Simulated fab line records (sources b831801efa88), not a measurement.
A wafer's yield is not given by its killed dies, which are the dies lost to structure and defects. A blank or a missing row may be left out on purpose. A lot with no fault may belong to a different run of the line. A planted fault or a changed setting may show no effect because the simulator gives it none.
Chamber matching    flow sfqLine    cmp-01 running SFQ_TRILAYER_I0_CMP_CMP_028: 4 sister chambers
The step polishes SiO2. 4 wafers are shown with their chamber, then 8 later ones without.

WAFERS WITH THEIR CHAMBER
wafer   chamber  motorCurrentA (A)
L418.2  1        11.9
L419.4  2        9.8
L419.6  0        9.1
L420.1  3        10.7

WAFERS WHOSE CHAMBER IS MISSING
wafer   motorCurrentA (A)
L420.3  9.7
L420.4  9.4
L422.4  9.9
L422.3  10.4
L422.5  10.6
L432.2  11.6
L432.3  10.3
L432.5  9.6

WHICH CHAMBER EACH ONE RAN IN
wafer    from the rows above       in truth
L420.3   can't be placed: 2 or 0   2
L420.4   can't be placed: 0 or 2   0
L422.4   2                         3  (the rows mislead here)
L422.3   can't be placed: 3 or 2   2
L422.5   3                         3
L432.2   1                         1
L432.3   can't be placed: 3 or 2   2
L432.5   can't be placed: 2 or 0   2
Correctly placed: 2 of 8. From these rows, 5 cannot be placed; in 5 the true chamber is one of the candidates. Number placed wrongly: 1.
How it was worked out, from the rows above alone: a wafer's distance from a chamber is the root of the sum, over the readings, of the square of ((its reading less the chamber's mean) divided by the reading's scatter). If the next closest chamber is less than 2 further off than the closest, the wafer can't be placed; otherwise it belongs to the closest. Each chamber's mean is taken over the wafers shown for it. The scatter (one wafer shown for each chamber): square how far every hidden wafer sits from the nearest shown wafer, average those squares and take the square root.
